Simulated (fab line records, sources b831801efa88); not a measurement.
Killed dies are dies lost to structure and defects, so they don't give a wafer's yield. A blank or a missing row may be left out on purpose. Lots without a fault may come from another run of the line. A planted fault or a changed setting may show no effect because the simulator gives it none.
Chamber matching | flow gf180mcu | GF_V4_CMP_26 on cmp-02: 4 sister chambers
The step polishes, stops on SiO2, t overpolish 15 s, target thk 0 nm. 4 wafers are shown with their chamber, then 12 later ones without.

WAFERS WITH THEIR CHAMBER
wafer  | chamber | motor_current_A (A)
L089.1 | 0       | 10.5
L091.3 | 3       | 10.0
L091.4 | 1       | 8.9
L091.6 | 2       | 12.7

WAFERS WITHOUT THEIR CHAMBER
wafer  | motor_current_A (A)
L092.2 | 9.9
L092.3 | 9.5
L092.6 | 10.4
L094.2 | 8.8
L094.3 | 10.0
L094.6 | 9.1
L095.1 | 9.4
L095.3 | 8.9
L095.4 | 10.2
L097.1 | 11.9
L097.5 | 8.6
L097.6 | 9.9

WHICH CHAMBER EACH WENT THROUGH
wafer  | from the rows above          | in truth
L092.2 | can't be placed: 3 or 0      | 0
L092.3 | can't be placed: 3 or 1 or 0 | 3
L092.6 | can't be placed: 0 or 3      | 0
L094.2 | 1                            | 1
L094.3 | can't be placed: 3 or 0      | 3
L094.6 | 1                            | 1
L095.1 | can't be placed: 1 or 3 or 0 | 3
L095.3 | 1                            | 1
L095.4 | can't be placed: 3 or 0      | 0
L097.1 | can't be placed: 2 or 0      | 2
L097.5 | 1                            | 1
L097.6 | can't be placed: 3 or 0      | 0
Placed correctly: 4 of 12. Can't be placed from these rows: 8 (the true chamber is among the candidates in 8). Placed wrongly: 0.
How it was worked out, from the rows above alone: a wafer's distance from a chamber is the root of the sum, over the readings, of the square of ((its reading less the chamber's mean) divided by the reading's scatter). The wafer belongs to the nearest chamber; if the next one is less than 2 further off, it can't be placed. A chamber's mean is the mean of its shown wafers. The scatter: with one shown wafer a chamber, the root of the mean of the squares of how far each hidden wafer lies from its nearest shown one.
